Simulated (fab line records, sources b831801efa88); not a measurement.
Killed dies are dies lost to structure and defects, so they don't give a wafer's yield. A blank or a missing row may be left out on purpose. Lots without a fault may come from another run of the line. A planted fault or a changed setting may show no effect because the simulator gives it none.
fab line records | flow sfq_line
record lots=6 wafers=17 last_day=92
route steps=325 shown I1@77 M2@88 I2@103 M3@118 M8@325
lots that met no fault: from a run of the same line without faults
start_h: hours from the record's first day to the start of the lot's first wafer shown | wait_h: hours since the lot's step before | " the same as in the row above | L1.1+2: a row that stands for several wafers | - no value, or no start given | * or withheld: withheld | < > ~ a bound
route shown NAME@n: a module of which the file shows steps, and the number in the route of the first | usual: mean/standard deviation of fault-free wafers | same: alike in all rows | chamber/n: place in a boat | sites: the reading at each site | _std_site: their standard deviation | _edge_site: outer sites' mean less inner sites' | radius_mm: how far each site lies from the wafer's centre | mask NAME#n: copy n | behind: the tool/chamber that last shaped the wafer | hold: why the lot was held/for how many hours/how that ended | device: the transistor (n, p or np) that didn't switch | end of line: the same wafers' tests at the end of the route | a step without rows: its recipe alone | killed: dies lost to structure and defects at the first sort, not the wafer's yield | map: a wafer's dies, x killed, . not, _ none there
set.NAME: the setting as run; set.NAME@STEP: as run at that earlier step | model.NAME: the simulator's own value behind a step, which no gauge read
lots at some steps of the route; a table a step, a row a wafer
services: from which hour (start_h, from the record's first day; less than 0 if before it) a tool's chamber was out of use, for how many hours, and why
## steps
# step SFQ_TRILAYER_I1_VIA_LITHO_COAT_054
# recipe resist=BARC spin_rpm=3000 resist_thk_nm=62
# step SFQ_TRILAYER_I1_VIA_LITHO_COAT_049
# recipe resist=KrF spin_rpm=3000 resist_thk_nm=650
# step SFQ_TRILAYER_I1_VIA_LITHO_SOFTBAKE_053
# recipe temp_c=withheld time_s=withheld resist=KrF
# step SFQ_TRILAYER_I1_VIA_LITHO_EXPOSE_050
# recipe mask_id=I1 na=0.6 source_shape=conventional sigma_outer=0.65 target_cd_nm=500 dose_mj=21.3
# step SFQ_TRILAYER_I1_VIA_LITHO_PEB_052
# recipe peb_temp_c=115 peb_time_s=60 resist=KrF
# step SFQ_TRILAYER_I1_VIA_LITHO_DEVELOP_051
# recipe time_s=60 resist=KrF
# step SFQ_I1_OVL_MEAS_913
# usual I1_OVL=-3/5.3
# columns lot.wafer tool chamber start_h wait_h I1_OVL[nm]
L668.3 overlay-02 - 443.10 0.1 -7
L668.5 " - " " -2
L668.6 " - " " -3
L673.2 overlay-02 - 491.55 0.1 -7
L673.5 " - " " -5
L673.6 " - " " -8
L679.2 overlay-01 - 559.21 0.1 1
L679.3 " - " " -6
L681.1 overlay-02 - 580.39 0.1 1
L681.3 " - " " -9
L681.4 " - " " -10
L682.2 overlay-02 - 582.80 0.1 -2
L682.4 " - " " -4
L682.6 " - " " -1
L684.1 overlay-01 - 605.14 0.1 -1
L684.2 " - " " -2
L684.6 " - " " -2
# step SFQ_TRILAYER_I1_VIA_BARC_OPEN_VIA_ETCH_071
# recipe mask_material=PR chemistry=O2 target_depth_nm=125 target=BARC source_w=500 bias_w=80 pressure_mtorr=30 time_s=41.7
# step SFQ_TRILAYER_I1_VIA_ETCH_VIA_ETCH_052
# recipe target=SiO2 stop_on=Nb mask_material=PR taper_deg=20 chemistry=CHF3 target_depth_nm=260 source_w=500 bias_w=80 pressure_mtorr=30 time_s=withheld
# step SFQ_TRILAYER_I1_VIA_STRIP_STRIP_053
# recipe gas=O2 power_w=200 platen_temp_c=40 overash_fraction=0.65 chemistry=O2 pressure_mtorr=50
# step SFQ_TRILAYER_I1_VIA_STRIP_SOLV_CLEAN_054
# recipe chemistry=NMP temp_c=70 time_s=600
# step SFQ_TRILAYER_M2_DEP_PRE_CLEAN_056
# recipe gas=Ar time_s=22.5 bias_v=250
# step SFQ_TRILAYER_M2_DEP_SPUTTER_055
# recipe material=Nb base_pressure_pa=1.33e-06 chamber_pressure_pa=0.1333 substrate_temp_c=20 resputter_cathode_voltage_v=400 target_thk_nm=200 power_w=2000 time_s=133.3
# usual cathode_dc_power_W=2000.1/0.31 throttle_valve_pct=30.1/1.1
# columns lot.wafer tool chamber start_h wait_h cathode_dc_power_W throttle_valve_pct model.Nb_of_TRILAYER_M2_DEP_SPUTTER_055.thk_nm
L668.3 pvd_sputter-06 - 444.08 0.0 2000.3 28.5 196.1
L668.5 " - " " 2000.2 29.0 195.2
L668.6 " - " " 2001.0 28.8 195.3
L673.2 pvd_sputter-04 - 492.54 0.0 2000.0 31.0 202.5
L673.5 " - " " 2000.1 31.3 201.6
L673.6 " - " " 2000.2 29.1 197
L679.2 pvd_sputter-06 - 560.20 0.0 2000.6 28.8 143.9
L679.3 " - " " 1999.9 30.4 145.5
L681.1 pvd_sputter-06 - 581.39 0.0 2000.6 31.5 197.8
L681.3 " - " " 2000.7 28.9 146.5
L681.4 " - " " 2000.2 30.2 197.9
L682.2 pvd_sputter-05 - 583.79 0.0 2000.2 31.1 200.7
L682.4 " - " " 2000.5 31.0 203
L682.6 " - " " 2000.5 31.2 203.4
L684.1 pvd_sputter-04 - 606.31 0.0 2000.0 29.1 194.6
L684.2 " - " " 2000.1 30.9 198.3
L684.6 " - " " 1999.8 31.3 198.3
# step SFQ_M2_RS_MEAS_914
# recipe thk_meas_gauge=four-point-probe reads=Nb_of_TRILAYER_M2_DEP_SPUTTER_055
# usual M2_NB_RS=0.896/0.0097
# columns lot.wafer tool chamber start_h wait_h M2_NB_RS[ohm/sq]
L668.3 film_metro-01 - 444.21 0.1 0.906
L668.5 " - " " 0.911
L668.6 " - " " 0.911
L673.2 film_metro-03 - 492.65 0.1 0.881
L673.5 " - " " 0.885
L673.6 " - " " 0.906
L679.2 film_metro-02 - 560.31 0.1 1.241
L679.3 " - " " 1.227
L681.1 film_metro-01 - 581.48 0.0 0.899
L681.3 " - " " 1.221
L681.4 " - " " 0.901
L682.2 film_metro-03 - 583.90 0.1 0.887
L682.4 " - " " 0.878
L682.6 " - " " 0.876
L684.1 film_metro-03 - 606.40 0.0 0.916
L684.2 " - " " 0.898
L684.6 " - " " 0.897
# step SFQ_TRILAYER_M2_LITHO_COAT_062
# recipe resist=BARC spin_rpm=3000 resist_thk_nm=62
# step SFQ_TRILAYER_M2_LITHO_COAT_057
# recipe resist=KrF spin_rpm=3000 resist_thk_nm=600
# step SFQ_TRILAYER_M2_LITHO_SOFTBAKE_061
# recipe temp_c=withheld time_s=withheld resist=KrF
# step SFQ_TRILAYER_M2_LITHO_EXPOSE_058
# recipe mask_id=M2 na=0.6 source_shape=conventional sigma_outer=0.65 target_cd_nm=500 dose_mj=14.4
# step SFQ_TRILAYER_M2_LITHO_PEB_060
# recipe peb_temp_c=115 peb_time_s=60 resist=KrF
# step SFQ_TRILAYER_M2_LITHO_DEVELOP_059
# recipe time_s=60 resist=KrF
# step SFQ_M2_OVL_MEAS_916
# usual M2_OVL=-1/6.7
# columns lot.wafer tool chamber start_h wait_h M2_OVL[nm]
L668.3 overlay-02 - 587.16 0.1 0
L668.5 " - " " 2
L668.6 " - " " -1
L673.2 overlay-01 - 636.47 0.1 -8
L673.5 " - " " -6
L673.6 " - " " -14
L679.2 overlay-01 - 709.29 0.1 -6
L679.3 " - " " 3
L681.1 overlay-01 - 732.81 0.1 -21
L681.3 " - " " -9
L681.4 " - " " -13
L682.2 overlay-01 - 734.02 0.1 4
L682.4 " - " " 4
L682.6 " - " " 1
L684.1 overlay-02 - 767.77 0.1 0
L684.2 " - " " 0
L684.6 " - " " 2
# step SFQ_TRILAYER_M2_BARC_OPEN_METAL_ETCH_077
# recipe mask_material=PR chemistry=O2 target_depth_nm=125 target=BARC icp_w=600 bias_w=80 pressure_mtorr=10 time_s=41.7
# step SFQ_TRILAYER_M2_ETCH_METAL_ETCH_060
# recipe target=Nb stop_on=SiO2 mask_material=PR chemistry=Cl2/Ar target_depth_nm=240 icp_w=600 bias_w=80 pressure_mtorr=10 time_s=120
# usual drypump_motor_current_A=5.91/0.26 oes_product_au=0.891/0.0069
# columns lot.wafer tool chamber start_h wait_h drypump_motor_current_A oes_product_au rf_hours_counter_h
L668.3 rie_metal-02 0 587.28 0.1 5.46 0.888 -
L668.5 " 0 " " 5.48 0.875 -
L668.6 " 1 " " 6.31 0.886 -
L673.2 rie_metal-03 0 636.56 0.0 5.90 0.897 79
L673.5 " 0 " " 5.85 0.902 -
L673.6 " 1 " " 5.73 0.886 -
L679.2 rie_metal-02 0 709.38 0.0 5.46 0.742 17
L679.3 " 1 " " 6.29 0.763 -
L681.1 rie_metal-04 0 732.91 0.0 5.76 0.888 82
L681.3 " 1 " " 6.17 0.755 -
L681.4 " 0 " " 5.77 0.885 -
L682.2 rie_metal-03 1 734.11 0.0 5.75 0.896 55
L682.4 " 0 " " 5.88 0.901 -
L682.6 " 0 " " 5.92 0.898 -
L684.1 rie_metal-03 0 767.86 0.0 5.88 0.881 98
L684.2 " 1 " " 5.75 0.894 61
L684.6 " 1 " " 5.74 0.887 -
# step SFQ_TRILAYER_M2_STRIP_STRIP_061
# recipe gas=O2 power_w=200 platen_temp_c=40 overash_fraction=0.65 chemistry=O2 pressure_mtorr=50
# usual drypump_motor_current_A=5.92/0.26 oes_product_au=1.004/0.009
# columns lot.wafer tool chamber start_h wait_h drypump_motor_current_A oes_product_au rf_hours_counter_h
L668.3 rie_metal-02 0 587.56 0.2 5.47 0.988 -
L668.5 " 0 " " 5.47 0.974 -
L668.6 " 1 " " 6.28 1.008 -
L673.2 rie_metal-03 0 636.69 0.1 5.92 0.997 80
L673.5 " 0 " " 5.93 0.999 -
L673.6 " 1 " " 5.73 1.008 -
L679.2 rie_metal-02 0 709.51 0.1 5.46 1.000 17
L679.3 " 1 " " 6.30 1.023 -
L681.1 rie_metal-04 0 733.03 0.1 5.77 1.010 82
L681.3 " 1 " " 6.16 1.016 -
L681.4 " 0 " " 5.81 1.009 -
L682.2 rie_metal-03 1 734.23 0.1 5.75 1.006 55
L682.4 " 0 " " 5.90 0.993 -
L682.6 " 0 " " 5.90 1.000 -
L684.1 rie_metal-03 0 767.99 0.1 5.90 0.990 98
L684.2 " 1 " " 5.73 1.001 62
L684.6 " 1 " " 5.75 1.004 -
# step SFQ_TRILAYER_M2_STRIP_SOLV_CLEAN_062
# recipe chemistry=NMP temp_c=70 time_s=600
# step SFQ_TRILAYER_I2_DEP_PECVD_063
# recipe material=SiO2 temp_c=150 time_s=111.11 pressure_torr=2.4 rf_w=183.3 precursor=SiH4/N2O target_thk_nm=500
# usual heater_power_outer_w=31/9.8 heater_power_w=86/17 susceptor_temp_C=149.99/0.12 throttle_valve_pct=24.8/1.4
# columns lot.wafer tool chamber start_h wait_h heater_power_outer_w heater_power_w susceptor_temp_C throttle_valve_pct
L668.3 pecvd-03 1 588.14 0.0 26 79 149.96 22.9
L668.5 " 0 " " 30 84 150.05 25.6
L668.6 " 1 " " 29 77 150.01 22.8
L673.2 pecvd-04 0 637.46 0.0 25 71 149.91 23.2
L673.5 " 1 " " 24 66 149.87 24.6
L673.6 " 2 " " 25 73 149.83 22.3
L679.2 pecvd-02 1 710.46 0.0 48 112 150.11 27.1
L679.3 " 2 " " 36 96 149.96 24.6
L681.1 pecvd-02 0 733.81 0.0 36 101 149.94 24.5
L681.3 " 1 " " 51 116 150.00 27.1
L681.4 " 1 " " 54 118 149.82 27.1
L682.2 pecvd-03 0 735.01 0.0 30 81 149.91 26.1
L682.4 " 0 " " 31 85 149.85 25.9
L682.6 " 1 " " 24 73 150.04 23.3
L684.1 pecvd-02 2 768.76 0.0 25 82 149.99 24.6
L684.2 " 0 " " 33 97 150.01 24.4
L684.6 " 0 " " 34 97 150.02 24.4
# step SFQ_TRILAYER_I2_CMP_CMP_064
# recipe material=SiO2 down_force_psi=3 platen_rpm=60 pad_velocity_m_s=0.94248
# step SFQ_I2_BOW_MEAS_917
# recipe mode=bow
# usual I2_BOW=2/7.7
# columns lot.wafer tool chamber start_h wait_h I2_BOW[um]
L668.3 film_metro-04 - 593.87 1.5 10
L668.5 " - " " 5
L668.6 " - " " -3
L673.2 film_metro-03 - 640.56 2.0 10
L673.5 " - " " 5
L673.6 " - " " 4
L679.2 film_metro-04 - 715.06 2.0 8
L679.3 " - " " 5
L681.1 film_metro-02 - 736.88 1.0 17
L681.3 " - " " 14
L681.4 " - " " 6
L682.2 film_metro-03 - 738.10 2.0 -1
L682.4 " - " " 9
L682.6 " - " " 12
L684.1 film_metro-04 - 774.48 2.5 -8
L684.2 " - " " 2
L684.6 " - " " -1
# step SFQ_TRILAYER_I2_METRO_MEASURE_065
# usual thk_nm=199.9/1
# columns lot.wafer tool chamber start_h wait_h thk_nm
L668.3 film_metro-04 - 594.35 0.5 198.3
L668.5 " - " " 199.4
L668.6 " - " " 198.2
L673.2 film_metro-03 - 640.86 0.3 198.8
L673.5 " - " " 200.3
L673.6 " - " " 198.7
L679.2 film_metro-04 - 715.36 0.3 198.0
L679.3 " - " " 199.3
L681.1 film_metro-02 - 737.00 0.1 199.5
L681.3 " - " " 200.8
L681.4 " - " " 200.4
L682.2 film_metro-03 - 738.40 0.3 200.8
L682.4 " - " " 201.0
L682.6 " - " " 201.2
L684.1 film_metro-04 - 774.60 0.1 199.7
L684.2 " - " " 200.3
L684.6 " - " " 198.5
# step SFQ_TRILAYER_I2_VIA_LITHO_COAT_072
# recipe resist=BARC spin_rpm=3000 resist_thk_nm=62
# step SFQ_TRILAYER_I2_VIA_LITHO_COAT_067
# recipe resist=KrF spin_rpm=3000 resist_thk_nm=650
# step SFQ_TRILAYER_I2_VIA_LITHO_SOFTBAKE_071
# recipe temp_c=withheld time_s=withheld resist=KrF
# step SFQ_TRILAYER_I2_VIA_LITHO_EXPOSE_068
# recipe mask_id=I2 na=0.6 source_shape=conventional sigma_outer=0.65 target_cd_nm=500 dose_mj=21.3
# step SFQ_TRILAYER_I2_VIA_LITHO_PEB_070
# recipe peb_temp_c=115 peb_time_s=60 resist=KrF
# step SFQ_TRILAYER_I2_VIA_LITHO_DEVELOP_069
# recipe time_s=60 resist=KrF
# step SFQ_I2_OVL_MEAS_918
# usual I2_OVL=-2/5.3
# columns lot.wafer tool chamber start_h wait_h I2_OVL[nm]
L668.3 overlay-02 - 754.42 0.1 -1
L668.5 " - " " -2
L668.6 " - " " -1
L673.2 overlay-01 - 797.28 0.1 0
L673.5 " - " " -11
L673.6 " - " " -6
L679.2 overlay-02 - 876.77 0.1 10
L679.3 " - " " -4
L681.1 overlay-01 - 899.40 0.1 -1
L681.3 " - " " -2
L681.4 " - " " 2
L682.2 overlay-01 - 900.61 0.1 14
L682.4 " - " " 4
L682.6 " - " " 10
L684.1 overlay-01 - 925.93 0.1 -2
L684.2 " - " " 1
L684.6 " - " " 0
# step SFQ_TRILAYER_I2_VIA_BARC_OPEN_VIA_ETCH_096
# recipe mask_material=PR chemistry=O2 target_depth_nm=125 target=BARC source_w=500 bias_w=80 pressure_mtorr=30 time_s=41.7
# usual drypump_motor_current_A=5.8/0.44 oes_product_au=0.686/0.0046
# columns lot.wafer tool chamber start_h wait_h drypump_motor_current_A oes_product_au rf_hours_counter_h
L668.3 rie_diel-01 0 754.45 0.0 5.6 0.684 5.9
L668.5 " 2 " " 5.9 0.695 -
L668.6 " 3 " " 6.7 0.682 -
L673.2 rie_diel-04 2 797.31 0.0 5.5 0.685 6.4
L673.5 " 3 " " 5.6 0.692 -
L673.6 " 2 " " 5.5 0.690 -
L679.2 rie_diel-01 3 876.80 0.0 6.7 0.690 5.1
L679.3 " 2 " " 5.9 0.692 3.8
L681.1 rie_diel-03 2 899.44 0.0 5.9 0.687 12.9
L681.3 " 0 " " 5.3 0.686 8.9
L681.4 " 1 " " 6.5 0.687 8.0
L682.2 rie_diel-04 2 900.64 0.0 5.6 0.689 7.6
L682.4 " 0 " " 5.9 0.681 9.5
L682.6 " 2 " " 5.5 0.687 -
L684.1 rie_diel-01 3 925.96 0.0 6.7 0.683 5.7
L684.2 " 1 " " 5.3 0.679 7.5
L684.6 " 1 " " 5.3 0.686 -
# step SFQ_TRILAYER_I2_VIA_ETCH_VIA_ETCH_070
# recipe target=SiO2 stop_on=Nb mask_material=PR taper_deg=20 chemistry=CHF3 target_depth_nm=260 source_w=500 bias_w=80 pressure_mtorr=30 time_s=withheld
# step SFQ_TRILAYER_I2_VIA_STRIP_STRIP_071
# recipe gas=O2 power_w=200 platen_temp_c=40 overash_fraction=0.65 chemistry=O2 pressure_mtorr=50
# usual drypump_motor_current_A=5.78/0.23 oes_product_au=1.002/0.0079
# columns lot.wafer tool chamber start_h wait_h drypump_motor_current_A oes_product_au rf_hours_counter_h
L668.3 rie_metal-04 0 754.80 - 5.76 1.011 -
L668.5 " 0 " " 5.75 1.011 -
L668.6 " 1 " " 6.19 1.010 -
L673.2 rie_metal-04 0 797.46 - 5.78 1.002 93
L673.5 " 0 " " 5.78 1.009 -
L673.6 " 1 " " 6.16 1.008 -
L679.2 rie_metal-03 1 876.95 - 5.72 0.993 73
L679.3 " 1 " " 5.74 1.001 -
L681.1 rie_metal-01 1 899.59 - 5.44 0.993 98
L681.3 " 1 " " 5.44 1.014 -
L681.4 " 0 " " 5.54 1.008 -
L682.2 rie_metal-04 0 900.79 - 5.76 1.000 106
L682.4 " 0 " " 5.79 1.003 -
L682.6 " 1 " " 6.17 0.999 -
L684.1 rie_metal-03 0 926.12 - 5.87 1.002 116
L684.2 " 1 " " 5.78 0.994 79
L684.6 " 0 " " 5.89 0.996 -
# step SFQ_TRILAYER_I2_VIA_STRIP_SOLV_CLEAN_072
# recipe chemistry=NMP temp_c=70 time_s=600
# step SFQ_TRILAYER_M3_DEP_PRE_CLEAN_074
# recipe gas=Ar time_s=22.5 bias_v=250
# step SFQ_M8_BOW_MEAS_951
# recipe mode=bow
# usual M8_BOW=7/11
# columns lot.wafer tool chamber start_h wait_h M8_BOW[um] model.etest.m2.ohm_um model.etest.i1.link_ohm model.etest.i2.link_ohm model.etest.m2.ohm_sq
L668.3 film_metro-02 - 1948.75 0.0 17 1.8 1.972 1.988 0.908
L668.5 " - " " 13 1.806 1.984 1.984 0.9121
L668.6 " - " " 4 1.821 1.991 1.988 0.912
L673.2 film_metro-03 - 2054.21 0.0 21 1.756 1.942 1.966 0.8794
L673.5 " - " " 16 1.761 1.954 1.96 0.8834
L673.6 " - " " 15 1.804 1.969 1.991 0.9037
L679.2 film_metro-04 - 2094.32 0.0 19 2.466 2.382 2.328 1.237
L679.3 " - " " 16 2.441 2.359 2.299 1.224
L681.1 film_metro-02 - 2107.95 0.0 24 1.805 1.99 1.989 0.9003
L681.3 " - " " 21 2.432 2.371 2.291 1.215
L681.4 " - " " 13 1.805 1.977 1.988 0.8998
L682.2 film_metro-03 - 2189.12 0.0 5 1.776 1.95 1.973 0.8874
L682.4 " - " " 14 1.761 1.94 1.967 0.8774
L682.6 " - " " 18 1.755 1.938 1.973 0.8756
L684.1 film_metro-03 - 2196.85 0.0 -6 1.833 2.008 1.982 0.9152
L684.2 " - " " 4 1.799 1.994 1.984 0.8978
L684.6 " - " " 2 1.797 1.996 1.962 0.898
## services
# columns tool chamber start_h hours kind
film_metro-04 - 439.81 0.4 pm
pecvd-02 - 442.35 14.6 pm
rie_metal-04 - 445.59 0.4 repair
rie_metal-03 0 500.40 8.5 repair
rie_diel-01 1 504.59 2.0 repair
film_metro-04 - 511.09 2.9 pm
pvd_sputter-06 - 514.45 1.2 repair
rie_diel-01 - 520.56 0.5 repair
pecvd-02 - 528.09 5.5 pm
film_metro-04 - 554.70 0.4 pm
pecvd-02 - 589.57 2.0 repair
rie_diel-01 0 611.40 7.8 repair
rie_diel-01 3 658.28 3.1 repair
film_metro-04 - 684.81 0.6 pm
rie_metal-02 - 688.64 14.6 pm
rie_metal-03 0 705.14 8.4 repair
rie_diel-01 0 755.50 9.8 repair
film_metro-04 - 756.09 3.6 pm
pecvd-02 - 785.74 106.0 repair
film_metro-04 - 800.50 1.2 pm
pecvd-02 0 807.65 6.8 repair
rie_metal-03 - 821.86 2.8 pm
rie_metal-02 0 871.02 13.8 repair
rie_metal-02 1 891.52 1.6 repair
## key
first_sign step=SFQ_M2_RS_MEAS_914 reading=M2_NB_RS direction=up sigmas=34 usual=0.896 struck=1.229
effect step=SFQ_TRILAYER_M2_ETCH_METAL_ETCH_060 reading=oes_product_au direction=down sigmas=20 usual=0.891 struck=0.753
model_effect step=SFQ_TRILAYER_M2_DEP_SPUTTER_055 value=Nb_of_TRILAYER_M2_DEP_SPUTTER_055.thk_nm without=197.3 struck=145.3
model_effect step=SFQ_M8_BOW_MEAS_951 value=etest.m2.ohm_um without=1.802 struck=2.446
met_at SFQ_TRILAYER_M2_DEP_SPUTTER_055
struck_wafers L679.2,L679.3,L681.3
onset_between 444.08 560.20
fault kind=process_parameter_drift tool=pvd_sputter-06 chamber=- onset_h=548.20 steps=SFQ_TRILAYER_M2_DEP_SPUTTER_055 channel=time_s offset=* shape=step end_h=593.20 scope=struck_wafers_only acts_in=* stated=*
